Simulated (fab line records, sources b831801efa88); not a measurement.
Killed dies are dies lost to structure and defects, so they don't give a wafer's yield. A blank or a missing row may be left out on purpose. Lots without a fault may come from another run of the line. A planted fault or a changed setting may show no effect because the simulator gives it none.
A struck lot beside a sound one | flow sky130 | 15 steps out of a route of 708
Sound: wafers L264.1, L264.3, L264.5. Struck: wafers L255.2, L255.5, L255.6. The cause comes at the end.
At each step with rows: each side's tool, then ch and its chambers, then its first start. Under that, the readings that differ: sound wafers | struck wafers | difference of the means | sigmas: that difference in standard deviations of wafers without a fault.
alike: readings whose means differ by less than 2 such deviations, and words and numbers that are the same on both sides. not compared: withheld readings, readings that some wafer has no value for, bounds like >300 that may hide the same value, and numbers for which the record gives no deviation and whose values overlap.
The two part at a step that has a row with sigmas, a row that says differs or no value, or rows on one side only. Numbers that don't overlap but have no deviation are shown without sigmas and don't part them. A reading that every wafer of one side lacks parts them only if that side has two wafers or more.

first, 4 steps without rows for these wafers: SKY_VIA3_SOFTBAKE_08 (time 90 s); SKY_VIA3_EXPOSE_09 (exposes mask VIM3, target cd 200 nm); SKY_VIA3_PEB_10; SKY_VIA3_DEVELOP_11 (develop time 60 s).
SKY_VIA3_CD_MEAS_12: target cd 200 nm.
  sound on cd_sem-01, day 45 07:29; struck on cd_sem-01, day 42 18:58
  alike: cd_nm
SKY_VIA3_OVL_MEAS_13:
  sound on overlay-02, day 45 07:37; struck on overlay-01, day 42 19:04
  alike: VIA3_OVL
SKY_VIA3_ETCH_14: etches BARC in N2/H2, stops on SiO2, time 45.9 s, target depth 60 nm.
  sound on rie_diel-04 ch 1,2,3, day 45 07:39; struck on rie_diel-01 ch 0,1,2, day 42 19:06
  alike: drypump_motor_current_A, oes_product_au, throttle_valve_pct
  not compared: rf_hours_counter_h
SKY_VIA3_ETCH_15: etches SiO2 in C4F8/O2/Ar, stops on TiN, target depth 507 nm, time 78 s.
  sound on rie_diel-04 ch 1,2,3, day 45 07:41; struck on rie_diel-01 ch 0,1,2, day 42 19:08
  alike: oes_product_au
  not compared: rf_hours_counter_h
SKY_VIA3_STRIP_16: strips in O2/N2.
  sound on plasma_asher-03 ch 0,1, day 45 07:45; struck on plasma_asher-04 ch 0,1, day 42 19:12
  alike: drypump_motor_current_A, oes_product_au, strip_time_to_endpoint_s
  not compared: rf_hours_counter_h
then, 3 steps without rows for these wafers: SKY_VIA3_STRIP_17 (strips in post etch residue remover, time 1200 s); SKY_VIA3_CLEAN_18 (cleans in IPA, time 180 s); SKY_VIA3_CLEAN_19 (cleans in O3/DIW).
SKY_VIA3_SPUTTER_20: material TiN, target thk 20 nm, time 80 s.
  sound on pvd_sputter-01, day 45 08:20; struck on pvd_sputter-03, day 42 19:51
  no value came back on the struck wafers for cathode_dc_power_W (W), chamber_pressure_pa (Pa), throttle_valve_pct (%); on the sound wafers cathode_dc_power_W (W) reads 3879.1 3878.2 3878.3
SKY_VIA3_CVD_21: deposits W, target thk 390 nm, time 117.31 s.
  sound on cvd_w-01 ch 0, day 45 08:24; struck on cvd_w-02 ch 0,1, day 42 19:55
  alike: chamber_pressure_Torr, heater_power_w
-- the record jumps here: 6 days lie between the struck wafers' starts before and after (it left off in module VIA3 and takes up again in module PAD_OPEN, whose first step shown is number 708 of the route) --
SKY_PAD_OPEN_PROBE_99:
  the record has rows for the struck wafers here (prober-01, day 48 14:29) and none for the sound ones

WHERE THEY PART
First at SKY_VIA3_SPUTTER_20; last, within this record, at SKY_PAD_OPEN_PROBE_99.

WHY: what the simulator had put in
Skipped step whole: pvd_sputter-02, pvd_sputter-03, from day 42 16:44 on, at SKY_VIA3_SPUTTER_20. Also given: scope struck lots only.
